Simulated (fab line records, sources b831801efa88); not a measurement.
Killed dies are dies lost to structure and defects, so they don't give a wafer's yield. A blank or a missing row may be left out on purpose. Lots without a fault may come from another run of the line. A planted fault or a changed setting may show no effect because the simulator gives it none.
fab line records | flow sky130
record lots=12 wafers=36 last_day=50
route steps=708 shown FIELD_ISO@18 NWELL@34 SONOS_TUNNEL@160 SONOS_ONO@173 PAD_OPEN@708
lots that met no fault: from a run of the same line without faults
start_h: hours from the record's first day to the start of the lot's first wafer shown | wait_h: hours since the lot's step before | " the same as in the row above | L1.1+2: a row that stands for several wafers | - no value, or no start given | * or withheld: withheld | < > ~ a bound
route shown NAME@n: a module of which the file shows steps, and the number in the route of the first | usual: mean/standard deviation of fault-free wafers | same: alike in all rows | chamber/n: place in a boat | sites: the reading at each site | _std_site: their standard deviation | _edge_site: outer sites' mean less inner sites' | radius_mm: how far each site lies from the wafer's centre | mask NAME#n: copy n | behind: the tool/chamber that last shaped the wafer | hold: why the lot was held/for how many hours/how that ended | device: the transistor (n, p or np) that didn't switch | end of line: the same wafers' tests at the end of the route | a step without rows: its recipe alone | killed: dies lost to structure and defects at the first sort, not the wafer's yield | map: a wafer's dies, x killed, . not, _ none there
set.NAME: the setting as run; set.NAME@STEP: as run at that earlier step | model.NAME: the simulator's own value behind a step, which no gauge read
steps of the route over a sample of lots; a table a step, a row a wafer
services: from which hour (start_h, from the record's first day; less than 0 if before it) a tool's chamber was out of use, for how many hours, and why
## steps
# step SKY_FIELD_ISO_ETCH_17
# recipe target_depth_a=3420 mask_material=Si3N4 chemistry=HBr/Cl2/O2 target=Si taper_deg=5 icp_w=600 bias_w=150 pressure_mtorr=15 HBr_flow_sccm=150 Cl2_flow_sccm=40 O2_flow_sccm=6 time_s=97.7
# usual HBr_flow_sccm=150.0/0.45 O2_flow_sccm=5.999/0.018 bias_w=150.0/0.43 chamber_pressure_mTorr=15.001/0.013 drypump_motor_current_A=5.72/0.27 oes_product_au=1.000/0.015 throttle_valve_pct=25.657/0.013
# columns lot.wafer tool chamber start_h wait_h HBr_flow_sccm O2_flow_sccm bias_w chamber_pressure_mTorr drypump_motor_current_A oes_product_au rf_hours_counter_h throttle_valve_pct
L446.1 rie_si-02 3 40.63 0.1 150.8 6.014 150.3 15.022 5.58 1.010 114 25.656
L446.4 " 0 " " 150.2 5.969 149.8 15.016 5.62 1.001 35 25.649
L446.5 " 2 " " 150.4 6.030 149.6 14.978 5.88 1.020 - 25.619
L449.2 rie_si-02 2 56.82 0.1 150.3 6.023 150.0 14.975 5.90 1.018 90 25.651
L449.3 " 0 " " 149.8 6.020 150.3 14.999 5.61 0.996 35 25.656
L449.4 " 1 " " 150.2 5.964 150.2 15.024 5.40 0.976 3 25.654
L452.2 rie_si-02 3 71.52 0.1 149.5 6.016 150.3 15.027 5.62 1.007 114 25.657
L452.4 " 1 " " 150.4 5.971 149.6 15.018 5.40 0.984 3 25.672
L452.5 " 3 " " 149.4 6.016 150.3 15.007 5.64 1.004 - 25.663
L453.1 rie_si-01 3 75.27 0.1 150.3 5.976 149.9 15.011 6.11 0.999 134 25.643
L453.2 " 0 " " 150.0 5.987 149.9 15.016 6.18 1.013 61 25.661
L453.6 " 3 " " 149.2 5.993 150.2 14.993 6.03 1.008 - 25.648
L454.1 rie_si-01 1 80.18 0.1 149.5 6.000 150.7 15.004 5.43 1.014 129 25.652
L454.3 " 2 " " 150.4 5.996 149.9 14.994 5.63 0.986 4 25.670
L454.4 " 0 " " 149.3 5.991 150.3 14.994 6.16 0.994 61 25.655
L456.1 rie_si-01 2 92.10 0.1 150.4 5.954 150.8 15.007 5.62 0.969 4 25.673
L456.4 " 1 " " 150.5 6.000 149.3 14.988 5.44 1.008 - 25.638
L456.6 " 3 " " 149.7 6.022 150.0 15.008 6.02 1.006 - 25.637
L457.1 rie_si-01 0 97.43 0.1 150.3 6.018 150.2 15.009 6.13 1.002 61 25.658
L457.2 " 2 " " 150.5 6.003 150.1 14.999 5.64 0.975 4 25.681
L457.5 " 1 " " 149.3 5.993 150.6 14.998 5.42 1.005 - 25.649
L459.2 rie_si-02 0 108.25 0.1 150.0 6.017 150.1 15.002 5.60 1.001 35 25.670
L459.3 " 2 " " 149.4 6.007 150.1 15.020 5.87 1.020 90 25.637
L459.6 " 3 " " 149.9 5.997 150.1 15.004 5.61 1.006 - 25.659
L460.2 rie_si-01 2 111.98 0.1 149.8 5.998 150.5 15.008 5.62 0.975 4 25.675
L460.3 " 0 " " 149.5 5.987 149.4 14.992 6.15 0.994 61 25.667
L460.4 " 3 " " 150.9 6.001 149.3 14.985 6.06 1.007 134 25.651
L461.3 rie_si-01 2 118.28 0.0 150.6 6.016 149.0 14.997 5.66 0.987 4 25.669
L461.5 " 2 " " 150.1 6.001 150.0 15.002 5.66 0.971 - 25.673
L461.6 " 1 " " 149.8 6.012 150.0 14.994 5.40 0.991 - 25.652
L462.1 rie_si-02 0 122.67 0.1 150.7 6.007 150.0 15.000 5.67 0.994 35 25.668
L462.2 " 2 " " 150.1 5.994 149.6 15.007 5.89 1.008 90 25.654
L462.4 " 3 " " 150.1 6.022 149.9 14.994 5.60 1.020 115 25.633
L467.2 rie_si-02 0 151.10 0.1 149.4 5.991 150.0 15.001 5.62 0.999 36 25.648
L467.4 " 2 " " 150.6 5.974 150.6 15.017 5.89 1.018 91 25.660
L467.6 " 2 " " 150.3 5.960 150.1 14.998 5.90 1.019 - 25.650
# step SKY_NWELL_THK_MEAS_02
# recipe reads=SiO2_of_NWELL_OXIDATION_01
# usual NWELL_OXIDATION_THK=9.98/0.19
# columns lot.wafer tool chamber start_h wait_h NWELL_OXIDATION_THK[nm]
L446.1 film_metro-01 - 48.24 0.0 9.79
L446.4 " - " " 9.89
L446.5 " - " " 9.81
L449.2 film_metro-01 - 63.81 0.0 9.89
L449.3 " - " " 9.85
L449.4 " - " " 9.74
L452.2 film_metro-04 - 78.52 0.0 9.86
L452.4 " - " " 9.87
L452.5 " - " " 9.85
L453.1 film_metro-04 - 82.25 0.0 9.88
L453.2 " - " " 9.79
L453.6 " - " " 9.87
L454.1 film_metro-02 - 87.96 0.0 10.09
L454.3 " - " " 9.89
L454.4 " - " " 10.17
L456.1 film_metro-04 - 97.95 0.0 10.03
L456.4 " - " " 9.81
L456.6 " - " " 9.73
L457.1 film_metro-02 - 103.29 0.0 10.16
L457.2 " - " " 10.23
L457.5 " - " " 10.17
L459.2 film_metro-01 - 115.33 0.0 10.08
L459.3 " - " " 10.19
L459.6 " - " " 10.03
L460.2 film_metro-01 - 120.19 0.0 9.80
L460.3 " - " " 9.71
L460.4 " - " " 9.61
L461.3 film_metro-02 - 130.93 0.0 9.83
L461.5 " - " " 9.93
L461.6 " - " " 9.80
L462.1 film_metro-01 - 136.60 0.0 10.04
L462.2 " - " " 10.19
L462.4 " - " " 10.08
L467.2 film_metro-01 - 161.34 0.0 9.97
L467.4 " - " " 9.96
L467.6 " - " " 9.93
# step SKY_SONOS_TUNNEL_DEVELOP_06
# recipe resist=NOVOLAK developer=TMAH develop_time_s=60 dev_temp_c=23
# columns lot.wafer tool chamber start_h wait_h
L446.1+4+5 litho_track-01 0 267.55 0.1
L449.2+3+4 litho_track-03 0 287.79 0.1
L452.2+4+5 litho_track-04 0 307.50 0.1
L453.1+2+6 litho_track-03 0 315.61 0.1
L454.1+3+4 litho_track-03 0 324.91 0.1
L456.1+4+6 litho_track-03 0 336.76 0.1
L457.1+2+5 litho_track-03 0 345.16 0.1
L459.2+3+6 litho_track-04 0 363.40 0.1
L460.2+3+4 litho_track-03 0 370.49 0.1
L461.3+5+6 litho_track-01 0 388.80 0.1
L462.1+2+4 litho_track-03 0 395.26 0.1
L467.2+4+6 litho_track-01 0 435.32 0.1
# step SKY_SONOS_ONO_THK_MEAS_05
# recipe reads=SiO2_of_SONOS_ONO_CVD_04
# usual SONOS_ONO_CVD_04_THK=5.72/0.12
# columns lot.wafer tool chamber start_h wait_h SONOS_ONO_CVD_04_THK[nm]
L446.1 film_metro-03 - 274.44 0.0 5.67
L446.4 " - " " 5.66
L446.5 " - " " 5.71
L449.2 film_metro-03 - 292.33 0.0 5.81
L449.3 " - " " 5.80
L449.4 " - " " 5.82
L452.2 film_metro-01 - 313.38 0.0 5.67
L452.4 " - " " 5.81
L452.5 " - " " 5.75
L453.1 film_metro-01 - 322.04 0.0 5.87
L453.2 " - " " 5.85
L453.6 " - " " 5.81
L454.1 film_metro-03 - 331.12 0.0 5.90
L454.3 " - " " 5.91
L454.4 " - " " 5.92
L456.1 film_metro-04 - 343.67 0.0 5.84
L456.4 " - " " 5.85
L456.6 " - " " 5.88
L457.1 film_metro-04 - 352.20 0.0 5.59
L457.2 " - " " 5.78
L457.5 " - " " 5.83
L459.2 film_metro-04 - 368.79 0.0 5.78
L459.3 " - " " 5.69
L459.6 " - " " 5.81
L460.2 film_metro-03 - 392.78 0.2 5.49
L460.3 " - " " 5.53
L461.3 film_metro-04 - 397.42 0.0 5.58
L461.5 " - " " 5.54
L461.6 " - " " 5.65
L462.1 film_metro-01 - 402.80 0.0 5.50
L462.2 " - " " 5.52
L467.2 film_metro-01 - 441.41 0.0 5.54
L467.4 " - " " 5.68
L467.6 " - " " 5.78
# step SKY_PAD_OPEN_PROBE_99
# usual killed_at_M0_to_M3=45/6.6 killed_at_M4_up=3.1/1.6 killed_at_contacts=24/5 killed_at_front_end=14/4.4 killed_at_other=0.3/0.58 killed_dies=87/9.2 killed_on_rim=17/3.6 killed_open=47/6.7 killed_short=40/6.4
# same gross_dies=492 killed_at_back_side=0
# columns lot.wafer tool chamber start_h wait_h hold killed_at_M0_to_M3 killed_at_M4_up killed_at_contacts killed_at_front_end killed_at_other killed_dies killed_on_rim killed_open killed_short
L446.1 prober-01 - 1088.12 0.1 - 45 0 24 18 1 88 17 41 47
L446.4 prober-01 - 1088.27 0.2 - 44 1 26 16 0 87 21 46 41
L446.5 prober-01 - 1088.32 0.2 - 38 3 33 16 0 90 17 44 46
L449.2 prober-02 - 1110.27 0.1 - 42 1 24 16 0 83 15 49 34
L449.3 prober-02 - 1110.32 0.2 - 50 4 23 19 0 96 17 48 48
L449.4 prober-02 - 1110.37 0.2 - 37 2 32 13 0 84 17 51 33
L452.2 prober-01 - 1121.68 0.1 - 46 3 15 13 0 77 19 41 36
L452.4 prober-01 - 1121.78 0.2 - 40 2 29 13 0 84 17 50 34
L452.5 prober-01 - 1121.83 0.2 - 40 3 20 14 0 77 11 38 39
L453.1 prober-02 - 1126.15 0.1 - 37 3 18 14 0 72 14 37 35
L453.2 prober-02 - 1126.20 0.1 - 43 2 18 12 0 75 12 41 34
L453.6 prober-02 - 1126.40 0.2 - 51 1 23 11 0 86 21 52 34
L454.1 prober-01 - 1131.55 0.1 - 56 3 35 17 2 113 17 48 65
L454.3 prober-01 - 1131.65 0.2 - 44 1 27 18 0 90 15 42 48
L454.4 prober-01 - 1131.70 0.2 - 30 5 32 19 0 86 17 49 37
L456.1 prober-01 - 1142.77 0.1 - 47 5 22 8 1 83 12 38 45
L456.4 prober-01 - 1142.92 0.2 - 42 0 25 12 0 79 12 48 31
L456.6 prober-01 - 1143.02 0.2 - 51 4 19 13 0 87 23 51 36
L457.1 prober-02 - 1146.13 0.1 - 51 1 24 13 0 89 12 51 38
L457.2 prober-02 - 1146.18 0.1 - 50 2 24 11 0 87 20 48 39
L457.5 prober-02 - 1146.33 0.2 - 43 3 21 8 0 75 23 39 36
L459.2 prober-02 - 1157.16 0.1 - 47 2 27 18 1 95 16 62 33
L459.3 prober-02 - 1157.21 0.2 - 48 4 23 14 0 89 16 45 44
L459.6 prober-02 - 1157.36 0.2 - 41 4 31 23 0 99 21 50 49
L460.2 prober-01 - 1171.40 0.1 await_dispo/3.5h/release 36 7 26 10 0 79 20 37 42
L460.3 prober-01 - 1171.45 0.2 await_dispo/3.5h/release 52 3 20 7 0 82 22 39 43
L460.4 prober-01 - 1171.50 0.2 await_dispo/3.5h/release 51 6 28 407 0 492 96 44 52
L462.1 prober-02 - 1182.00 0.1 await_dispo/4.5h/release 47 4 20 16 1 88 20 50 38
L462.2 prober-02 - 1182.05 0.1 await_dispo/4.5h/release 39 2 20 17 0 78 22 38 40
L462.4 prober-02 - 1182.15 0.2 await_dispo/4.5h/release 57 5 23 406 1 492 96 57 42
L461.3 prober-01 - 1183.91 0.2 - 35 4 29 10 3 81 13 52 29
L461.5 prober-01 - 1184.01 0.2 - 44 5 17 13 0 79 20 37 42
L461.6 prober-01 - 1184.06 0.2 - 39 2 28 9 0 78 17 44 34
L467.2 prober-02 - 1200.75 0.1 - 48 3 25 14 0 90 18 49 41
L467.4 prober-02 - 1200.85 0.2 - 44 3 26 10 1 84 16 47 37
L467.6 prober-02 - 1200.95 0.2 - 50 2 25 5 0 82 14 35 47
# killed by level:class
L446.1 METAL1:geometric_particle:short=9 CONTACT:geometric_particle:open=7 VIA1:geometric_particle:open=7 METAL2:geometric_particle:short=7 POLY_GATE:geometric_particle:short=5 LOCAL_INTERCONNECT:geometric_particle:short=5 CONTACT:geometric_particle:short=5 FIELD_ISO:geometric_particle:open=4
L446.4 CONTACT:geometric_particle:open=8 VIA1:geometric_particle:open=7 CONTACT:geometric_particle:short=7 VIA2:geometric_particle:open=7 VIA3:geometric_particle:open=6 METAL1:geometric_particle:short=6 LI_CONTACT:geometric_particle:open=5 FIELD_ISO:geometric_particle:short=4
L446.5 CONTACT:geometric_particle:open=9 LOCAL_INTERCONNECT:geometric_particle:short=8 CONTACT:geometric_particle:short=8 VIA3:geometric_particle:open=7 LI_CONTACT:geometric_particle:open=7 FIELD_ISO:geometric_particle:open=6 METAL2:geometric_particle:short=6 VIA2:geometric_particle:short=5
L449.2 VIA1:geometric_particle:open=12 CONTACT:geometric_particle:open=8 LOCAL_INTERCONNECT:geometric_particle:short=6 METAL1:geometric_particle:short=6 VIA2:geometric_particle:open=6 LI_CONTACT:geometric_particle:open=5 METAL2:geometric_particle:short=5 VIA3:geometric_particle:open=5
L449.3 LI_CONTACT:geometric_particle:open=11 METAL1:geometric_particle:short=11 CONTACT:geometric_particle:open=9 VIA1:geometric_particle:short=9 FIELD_ISO:geometric_particle:short=7 VIA2:geometric_particle:open=6 VIA1:geometric_particle:open=6 POLY_GATE:geometric_particle:short=4
L449.4 CONTACT:geometric_particle:open=14 VIA3:geometric_particle:open=8 LI_CONTACT:geometric_particle:open=7 VIA1:geometric_particle:open=7 CONTACT:geometric_particle:short=6 FIELD_ISO:geometric_particle:open=5 METAL1:geometric_particle:short=5 FIELD_ISO:geometric_particle:short=4
L452.2 VIA1:geometric_particle:open=11 VIA1:geometric_particle:short=8 VIA3:geometric_particle:open=7 FIELD_ISO:geometric_particle:open=6 METAL1:geometric_particle:short=5 LOCAL_INTERCONNECT:geometric_particle:short=4 CONTACT:geometric_particle:open=4 VIA2:geometric_particle:open=4
L452.4 CONTACT:geometric_particle:open=13 VIA1:geometric_particle:open=13 VIA2:geometric_particle:open=8 LI_CONTACT:geometric_particle:open=7 LOCAL_INTERCONNECT:geometric_particle:short=5 METAL1:geometric_particle:short=5 METAL2:geometric_particle:short=4 CONTACT:geometric_particle:short=4
L452.5 CONTACT:geometric_particle:open=8 VIA1:geometric_particle:open=8 METAL2:geometric_particle:short=7 VIA1:geometric_particle:short=6 FIELD_ISO:geometric_particle:open=4 LOCAL_INTERCONNECT:geometric_particle:short=4 VIA3:geometric_particle:open=4 FIELD_ISO:geometric_particle:short=3
L453.1 VIA1:geometric_particle:open=8 CONTACT:geometric_particle:open=7 FIELD_ISO:geometric_particle:short=6 LI_CONTACT:geometric_particle:open=6 VIA1:geometric_particle:short=6 METAL2:geometric_particle:short=6 VIA2:geometric_particle:open=5 POLY_GATE:geometric_particle:open=4
L453.2 VIA1:geometric_particle:open=10 CONTACT:geometric_particle:open=8 VIA2:geometric_particle:open=8 METAL2:geometric_particle:short=7 METAL1:geometric_particle:short=5 POLY_GATE:geometric_particle:open=4 FIELD_ISO:geometric_particle:open=3 POLY_GATE:geometric_particle:short=3
L453.6 VIA1:geometric_particle:open=18 LI_CONTACT:geometric_particle:open=8 CONTACT:geometric_particle:open=8 METAL1:geometric_particle:short=7 METAL2:geometric_particle:short=7 POLY_GATE:geometric_particle:open=5 LI_CONTACT:geometric_particle:short=5 VIA1:geometric_particle:short=5
L454.1 CONTACT:geometric_particle:open=13 METAL2:geometric_particle:short=11 VIA3:geometric_particle:open=9 CONTACT:geometric_particle:short=8 VIA1:geometric_particle:open=7 METAL1:geometric_particle:short=7 FIELD_ISO:geometric_particle:short=5 POLY_GATE:geometric_particle:short=5
L454.3 CONTACT:geometric_particle:open=14 METAL2:geometric_particle:short=11 CONTACT:geometric_particle:short=8 METAL1:geometric_particle:short=7 VIA1:geometric_particle:open=7 VIA2:geometric_particle:open=5 FIELD_ISO:geometric_particle:short=4 POLY_GATE:geometric_particle:open=3
L454.4 CONTACT:geometric_particle:open=14 VIA2:geometric_particle:open=9 METAL2:geometric_particle:short=7 LI_CONTACT:geometric_particle:open=7 FIELD_ISO:geometric_particle:open=4 FIELD_ISO:geometric_particle:short=4 POLY_GATE:geometric_particle:open=4 CONTACT:geometric_particle:short=4
L456.1 VIA1:geometric_particle:open=12 LI_CONTACT:geometric_particle:open=9 METAL2:geometric_particle:short=9 VIA1:geometric_particle:short=8 CONTACT:geometric_particle:open=6 VIA2:geometric_particle:short=5 CONTACT:geometric_particle:short=4 METAL3:geometric_particle:short=4
L456.4 LI_CONTACT:geometric_particle:open=11 VIA1:geometric_particle:open=10 VIA2:geometric_particle:open=9 FIELD_ISO:geometric_particle:short=5 CONTACT:geometric_particle:open=5 CONTACT:geometric_particle:short=4 METAL1:geometric_particle:short=4 VIA3:geometric_particle:open=4
L456.6 VIA1:geometric_particle:open=11 VIA2:geometric_particle:open=9 CONTACT:geometric_particle:open=6 METAL2:geometric_particle:short=6 FIELD_ISO:geometric_particle:open=5 VIA2:geometric_particle:short=5 VIA3:geometric_particle:open=5 FIELD_ISO:geometric_particle:short=4
L457.1 VIA1:geometric_particle:open=12 CONTACT:geometric_particle:open=8 CONTACT:geometric_particle:short=6 VIA3:geometric_particle:open=6 VIA1:geometric_particle:short=6 VIA2:geometric_particle:open=6 FIELD_ISO:geometric_particle:open=4 POLY_GATE:geometric_particle:open=4
L457.2 VIA1:geometric_particle:open=13 CONTACT:geometric_particle:open=13 METAL2:geometric_particle:short=8 VIA1:geometric_particle:short=6 VIA2:geometric_particle:open=6 CONTACT:geometric_particle:short=5 VIA3:geometric_particle:open=5 METAL1:geometric_particle:short=4
L457.5 VIA1:geometric_particle:open=9 CONTACT:geometric_particle:open=8 LI_CONTACT:geometric_particle:open=7 METAL2:geometric_particle:short=6 VIA2:geometric_particle:open=5 VIA3:geometric_particle:open=5 VIA3:geometric_particle:short=4 VIA1:geometric_particle:short=4
L459.2 CONTACT:geometric_particle:open=14 VIA2:geometric_particle:open=9 VIA1:geometric_particle:open=9 VIA3:geometric_particle:open=9 LI_CONTACT:geometric_particle:open=7 FIELD_ISO:geometric_particle:open=5 POLY_GATE:geometric_particle:open=5 METAL1:geometric_particle:short=5
L459.3 VIA2:geometric_particle:open=11 VIA1:geometric_particle:open=11 FIELD_ISO:geometric_particle:short=6 METAL3:geometric_particle:short=6 CONTACT:geometric_particle:open=6 METAL2:geometric_particle:short=6 LOCAL_INTERCONNECT:geometric_particle:short=5 FIELD_ISO:geometric_particle:open=4
L459.6 LI_CONTACT:geometric_particle:open=10 CONTACT:geometric_particle:short=8 FIELD_ISO:geometric_particle:open=7 CONTACT:geometric_particle:open=7 VIA2:geometric_particle:open=5 FIELD_ISO:geometric_particle:short=5 POLY_GATE:geometric_particle:short=5 VIA1:geometric_particle:short=5
L460.2 CONTACT:geometric_particle:open=10 VIA1:geometric_particle:short=6 METAL4:geometric_particle:short=6 LI_CONTACT:geometric_particle:open=5 METAL2:geometric_particle:short=5 VIA2:geometric_particle:open=5 VIA3:geometric_particle:open=5 CONTACT:geometric_particle:short=4
L460.3 VIA3:geometric_particle:open=10 VIA1:geometric_particle:open=9 VIA2:geometric_particle:open=8 METAL2:geometric_particle:short=7 LOCAL_INTERCONNECT:geometric_particle:short=5 CONTACT:geometric_particle:short=5 METAL1:geometric_particle:short=5 CONTACT:geometric_particle:open=4
L460.4 SONOS_TUNNEL:area_develop=396 VIA2:geometric_particle:open=10 METAL2:geometric_particle:short=9 CONTACT:geometric_particle:open=8 VIA1:geometric_particle:short=7 LI_CONTACT:geometric_particle:open=6 VIA1:geometric_particle:open=6 CONTACT:geometric_particle:short=5
L462.1 VIA1:geometric_particle:open=10 LI_CONTACT:geometric_particle:open=8 VIA2:geometric_particle:open=8 CONTACT:geometric_particle:open=7 VIA3:geometric_particle:open=7 POLY_GATE:geometric_particle:open=6 METAL1:geometric_particle:short=6 VIA3:geometric_particle:short=5
L462.2 CONTACT:geometric_particle:open=9 VIA1:geometric_particle:open=6 POLY_GATE:geometric_particle:open=5 METAL1:geometric_particle:short=5 VIA2:geometric_particle:open=5 VIA3:geometric_particle:open=5 FIELD_ISO:geometric_particle:short=4 CONTACT:geometric_particle:short=4
L462.4 SONOS_TUNNEL:area_develop=393 VIA1:geometric_particle:open=16 VIA2:geometric_particle:open=11 METAL2:geometric_particle:short=9 CONTACT:geometric_particle:open=8 LI_CONTACT:geometric_particle:open=6 FIELD_ISO:geometric_particle:open=5 VIA3:geometric_particle:open=5
L461.3 VIA1:geometric_particle:open=11 LI_CONTACT:geometric_particle:open=11 CONTACT:geometric_particle:open=10 VIA3:geometric_particle:open=6 POLY_GATE:geometric_particle:short=5 VIA2:geometric_particle:open=5 VIA1:geometric_particle:short=4 CONTACT:geometric_particle:short=4
L461.5 VIA3:geometric_particle:open=8 FIELD_ISO:geometric_particle:short=6 LOCAL_INTERCONNECT:geometric_particle:short=6 VIA1:geometric_particle:open=6 LI_CONTACT:geometric_particle:open=5 METAL1:geometric_particle:short=5 VIA1:geometric_particle:short=5 VIA2:geometric_particle:short=5
L461.6 CONTACT:geometric_particle:open=12 VIA1:geometric_particle:open=9 VIA3:geometric_particle:open=7 CONTACT:geometric_particle:short=5 LOCAL_INTERCONNECT:geometric_particle:short=5 VIA1:geometric_particle:short=5 VIA2:geometric_particle:open=4 POLY_GATE:geometric_particle:short=3
L467.2 LI_CONTACT:geometric_particle:open=9 CONTACT:geometric_particle:open=8 VIA1:geometric_particle:open=8 VIA1:geometric_particle:short=7 VIA3:geometric_particle:open=6 METAL1:geometric_particle:short=6 METAL2:geometric_particle:short=6 FIELD_ISO:geometric_particle:open=5
L467.4 CONTACT:geometric_particle:open=11 VIA1:geometric_particle:open=11 VIA1:geometric_particle:short=7 CONTACT:geometric_particle:short=6 VIA2:geometric_particle:open=6 LI_CONTACT:geometric_particle:open=5 METAL1:geometric_particle:short=5 POLY_GATE:geometric_particle:open=4
L467.6 CONTACT:geometric_particle:open=9 VIA1:geometric_particle:short=9 CONTACT:geometric_particle:short=8 METAL1:geometric_particle:short=8 VIA1:geometric_particle:open=8 VIA3:geometric_particle:open=7 METAL2:geometric_particle:short=7 VIA2:geometric_particle:open=4
## services
# columns tool chamber start_h hours kind
rie_si-01 0 18.98 3.4 repair
rie_si-01 - 41.86 0.1 repair
rie_si-01 0 90.36 4.5 repair
rie_si-01 0 123.01 5.6 repair
rie_si-01 3 150.59 - clean
rie_si-01 3 150.59 13.0 scheduled_down
rie_si-01 3 150.59 13.0 vent_cycle
rie_si-02 1 151.60 5.4 repair
rie_si-01 1 171.65 - clean
rie_si-01 1 171.65 33.5 scheduled_down
rie_si-01 1 171.65 33.5 vent_cycle
rie_si-02 3 209.80 1.6 repair
rie_si-02 1 217.50 14.7 repair
rie_si-02 3 233.65 - clean
rie_si-02 3 233.65 17.5 scheduled_down
rie_si-02 3 233.65 17.5 vent_cycle
rie_si-01 0 286.40 2.0 repair
rie_si-02 - 287.04 2.8 pm
rie_si-02 2 336.57 - clean
rie_si-01 - 362.41 2.8 pm
rie_si-02 2 373.09 8.6 repair
rie_si-02 - 386.98 1.8 repair
rie_si-02 2 402.40 6.5 repair
rie_si-02 3 404.94 7.6 repair
## key
first_sign step=SKY_PAD_OPEN_PROBE_99 reading=killed_at_front_end direction=up sigmas=90 usual=14 struck=406
effect step=SKY_PAD_OPEN_PROBE_99 reading=killed_dies direction=up sigmas=44 usual=87 struck=492
more_kills_born_at SKY_SONOS_TUNNEL_DEVELOP_06@litho_track-03=789
met_at SKY_SONOS_TUNNEL_DEVELOP_06
struck_lots L460,L462
struck_wafers L460.4,L462.4
later_rows_left_out L460.4,L462.4
tester_left_out L460,L462
not_acting_at SKY_FIELD_ISO_ETCH_17,SKY_NWELL_THK_MEAS_02,SKY_SONOS_ONO_THK_MEAS_05
onset_between 345.16 370.49
fault kind=process_parameter_drift tool=litho_track-03 chamber=- onset_h=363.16 steps=SKY_SONOS_TUNNEL_DEVELOP_06 channel=develop_time_s offset=* shape=step end_h=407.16 scope=struck_wafers_only acts_in=* stated=*
# tester_left_out: of these lots the tester's yield and bins aren't shown, on N5 and GAA mostly nor the transistor test; their killed dies are dies lost to structure and defects alone, not to doping, threshold or leakage, so they don't give the yield
# later_rows_left_out: the simulator's readings of these wafers behind a module that went badly wrong aren't trusted and aren't shown, but for the sort
